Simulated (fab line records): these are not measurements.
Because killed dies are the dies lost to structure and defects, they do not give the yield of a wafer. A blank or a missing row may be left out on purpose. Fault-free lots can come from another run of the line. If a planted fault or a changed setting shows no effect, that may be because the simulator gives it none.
Which of the tools did it? ; flow sky130 ; Sampling: 12 lots, 36 wafers, 2 of 708 route steps

== WHAT THE GAUGES SHOWED, per wafer ==
SKY_VIA4_RS_MEAS_19: measures by four-point-probe. Usual: VIA4_W_RS gives 0.2263 ohm/sq (standard deviation 0.0026).
lot;measured;on;VIA4_W_RS (ohm/sq);flag
L890;day 43 06:31;filmMetro-04;0.2243 0.2272 0.2230;
L891;day 43 16:05;filmMetro-03;0.2271 0.2297 0.2267;
L892;day 43 19:17;filmMetro-01;0.2254 0.2247 0.2272;
L895;day 45 12:02;filmMetro-04;0.2217 0.2280 0.2260;
L899;day 46 09:50;filmMetro-04;0.2264 0.2275 0.2311;
L898;day 46 11:22;filmMetro-01;0.2248 0.2199 0.2273;
L897;day 46 14:20;filmMetro-01;0.2211 0.2242 0.2235;
L900;day 47 06:23;filmMetro-03;0.2277 0.2238 0.2286;
L907;day 47 21:56;filmMetro-03;0.2277 0.2249 0.2284;
L906;day 48 02:58;filmMetro-04;0.2267 0.2253 0.2278;
L909;day 48 06:46;filmMetro-01;0.2282 0.2297 0.2293;
L910;day 48 15:46;filmMetro-03;0.2282 0.2293 0.2290;

== WHICH TOOL RAN EACH LOT (tool, then ch and the chambers of the sampled wafers, then the start) ==
lot;SKY_VIA2_CMP_24
L890;cmp-01 ch 0,2,3, day 36 19:26
L891;cmp-02 ch 0,1,3, day 37 06:38
L892;cmp-01 ch 1,2, day 37 08:32
L895;cmp-02 ch 1,2,3, day 39 08:08
L899;cmp-02 ch 0,1,2, day 40 11:33
L898;cmp-02 ch 0,1,3, day 40 12:46
L897;cmp-02 ch 0,2,3, day 40 15:25
L900;cmp-02 ch 2,3, day 41 09:38
L907;cmp-01 ch 0,1,3, day 42 04:26
L906;cmp-02 ch 1,3, day 42 09:10
L909;cmp-01 ch 1,2, day 42 15:38
L910;cmp-02 ch 0,2,3, day 43 01:57
- SKY_VIA2_CMP_24: polishes, stops on SiO2, t overpolish 20 s, target thk 0 nm.

== WHAT THE TOOLS THEMSELVES READ (means of the sampled wafers that have a number; where no wafer has one, the mark that the record gives instead) ==
SKY_VIA2_CMP_24. Usual: motorCurrentA 11.4 A, standard deviation 1.1; overpolishRunS 19.999 s, standard deviation 0.0094; timeToEndpointS 102.3 s, standard deviation 3.
lot;tool;motorCurrentA (A);overpolishRunS (s);timeToEndpointS (s);flag
L890;cmp-01;11.4;19.998;102.6;
L891;cmp-02;10.8;20.005;102.5;
L892;cmp-01;11.2;20.001;102.7;
L895;cmp-02;10.8;19.996;103.4;
L899;cmp-02;11.1;20.003;102.8;
L898;cmp-02;10.9;19.998;100.7;
L897;cmp-02;12.1;19.999;103.3;
L900;cmp-02;11.9;20.005;105.1;
L907;cmp-01;11.3;19.997;100.2;
L906;cmp-02;10.6;20.004;99.1;
L909;cmp-01;11.3;19.997;98.6;
L910;cmp-02;12.1;20.004;100.8;

== THE ANSWER, worked out from the rows above alone ==
Rule: lot off if the mean of its wafers having a number is beyond 3 standard deviations from the usual mean. A lot without any number at a reading at which 4 lots or more have one is off too. Where the step has rows for the other lots, those lots are counted as sound. After the gauges, taken in route order, come the tools' own readings; for these a lot's mean is taken, as printed above. The first step at which some lot is off is used, and at that step the reading that is off furthest; a lot without a number counts as furthest.
No lot is off on any of the readings shown, so nothing can be concluded from this.

== WHAT THE SIMULATOR HAD INSERTED ==
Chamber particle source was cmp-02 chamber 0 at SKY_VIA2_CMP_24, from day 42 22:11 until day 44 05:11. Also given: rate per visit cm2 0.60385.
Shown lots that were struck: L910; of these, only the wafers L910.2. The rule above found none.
